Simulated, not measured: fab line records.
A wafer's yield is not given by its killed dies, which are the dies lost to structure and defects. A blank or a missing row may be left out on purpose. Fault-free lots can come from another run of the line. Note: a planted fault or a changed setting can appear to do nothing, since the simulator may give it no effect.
A lot that was struck, set against a sound lot ; flow sky130 ; 16 steps out of a route of 708
Sound: these wafers, L925.1, L925.4, L925.5. Wafers struck: L930.1, L930.3, L930.6. The cause is given at the end.
At each step with rows: each side's tool, then ch and its chambers, then its first start. Under that, the readings that differ: sound wafers ; struck wafers ; difference of the means ; sigmas: that difference in standard deviations of wafers without a fault.
alike: a reading whose means differ by less than 2 such deviations, as well as words and numbers matching on both sides. not compared: withheld readings; readings where some wafer has no value; bounds like >300 that might hide an equal value; numbers whose values overlap and for which the record gives no deviation.
A row with sigmas, a row that says differs or no value, or rows on one side alone: a step with any of these is where the two part. Non-overlapping numbers with no deviation appear without sigmas and do not part them. Lack of a reading on every wafer of one side parts them only where that side has two or more wafers.

first, 7 steps without rows for these wafers: SKY_METAL4_HMDS_06 (prime time 60 s); SKY_METAL4_COAT_07 (resist thk 60 nm); SKY_METAL4_COAT_08 (resist thk 1140 nm); SKY_METAL4_SOFTBAKE_09 (time 90 s); SKY_METAL4_EXPOSE_10 (exposes mask MM4, target cd 300 nm); SKY_METAL4_PEB_11; SKY_METAL4_DEVELOP_12 (develop time 60 s).
SKY_METAL4_CD_MEAS_13: the cd target is 300 nm.
  sound on cd-sem-01, day 45 08:37; struck on cd-sem-02, day 46 16:29
  alike: cd-nm
SKY_METAL4_OVL_MEAS_14:
  sound on overlay-02, day 45 08:44; struck on overlay-01, day 46 16:37
  alike: METAL4_OVL
SKY_METAL4_DESCUM_15: chemistry O2, time 8 s.
  sound on rie-metal-01 ch 0,1, day 45 08:46; struck on rie-metal-04 ch 0,1, day 46 16:38
reading;sound;struck;difference;sigmas
oes-product-au (a.u.);0.976 0.975 0.986;0.998 1.010 0.991;+0.021;+2
  alike: drypump-motor-current-A, he-backside-leak-sccm
  not compared: rf-hours-counter-h
SKY_METAL4_ETCH_16: etches BARC in N2/H2, stops on SiO2, time 88.2 s, target depth 60 nm.
  sound on rie-metal-01 ch 0,1, day 45 08:49; struck on rie-metal-04 ch 0,1, day 46 16:41
  alike: bias-w, drypump-motor-current-A, he-backside-leak-sccm, oes-product-au, throttle-valve-pct
  not compared: rf-hours-counter-h
SKY_METAL4_ETCH_17: etches SiO2 in C4F8/O2/Ar, stops on TiN, time 3.9 s, target depth 15 nm.
  sound on rie-diel-03 ch 1,3, day 45 08:57; struck on rie-diel-03 ch 1,3, day 46 16:46
  alike: bias-w, oes-product-au
SKY_METAL4_METAL_ETCH_18: etches the open film in Cl2/BCl3, stops on SiO2, target depth 845 nm, time 183.1 s.
  sound on rie-metal-04 ch 0,1, day 45 08:58; struck on rie-metal-02 ch 0, day 46 16:47
reading;sound;struck;difference;sigmas
oes-product-au (a.u.);0.865 0.875 0.868;0.818 0.823 0.808;-0.053;-7
over-etch-frac;0.3 0.3 0.3;0.45446 0.45446 0.45446;+0.15446;
model.KrF-thick_of_METAL4_COAT_08.thk-nm (nm);541.2 536.4 539.2;458.3 455.5 455;-82.7;
model.SiO2_of_VIA3_HDPCVD_00.thk-nm (nm);435.6 436.7 434.8;431.1 434.7 431.2;-3.4;
  alike: bias-w, drypump-motor-current-A, he-backside-leak-sccm, throttle-valve-pct
  not compared: rf-hours-counter-h
SKY_METAL4_STRIP_19: strips in O2/N2.
  sound on plasma-asher-04 ch 0,1, day 45 09:08; struck on plasma-asher-01 ch 0, day 46 16:58
reading;sound;struck;difference;sigmas
oes-product-au (a.u.);0.515 0.502 0.509;0.472 0.468 0.465;-0.040;-7
strip-time-to-endpoint-s (s);6.69 6.63 6.68;5.84 5.82 5.81;-0.84;-10
  alike: drypump-motor-current-A
  not compared: rf-hours-counter-h
then, 1 step without rows for these wafers: SKY_METAL4_STRIP_20 (strips in post etch residue remover, time 1200 s).
-- the record jumps here: 3 days lie between the struck wafers' starts before and after (it left off in module METAL4 and takes up again in module PAD_OPEN, whose first step shown is number 708 of the route) --
SKY_PAD_OPEN_PROBE_99:
  sound on prober-01, day 48 21:08; struck on prober-02, day 50 01:03
  alike: defect-limited-yield, killed_at_M0_to_M3, killed_at_M4_up, killed-at-contacts, killed-at-front-end, killed-dies, killed-on-rim, killed-open, killed-short, sort_bin_3_pad_short, sort_bin_5_function, sort_bin_6_memory, sort-n-pass, sort-yield-pct

== WHERE THEY PART ==
Earliest at SKY_METAL4_DESCUM_15; latest, in this record, at SKY_METAL4_STRIP_19. Later steps at which nothing parts them and some readings are alike: SKY_PAD_OPEN_PROBE_99.

WHY: what had been put in by the simulator
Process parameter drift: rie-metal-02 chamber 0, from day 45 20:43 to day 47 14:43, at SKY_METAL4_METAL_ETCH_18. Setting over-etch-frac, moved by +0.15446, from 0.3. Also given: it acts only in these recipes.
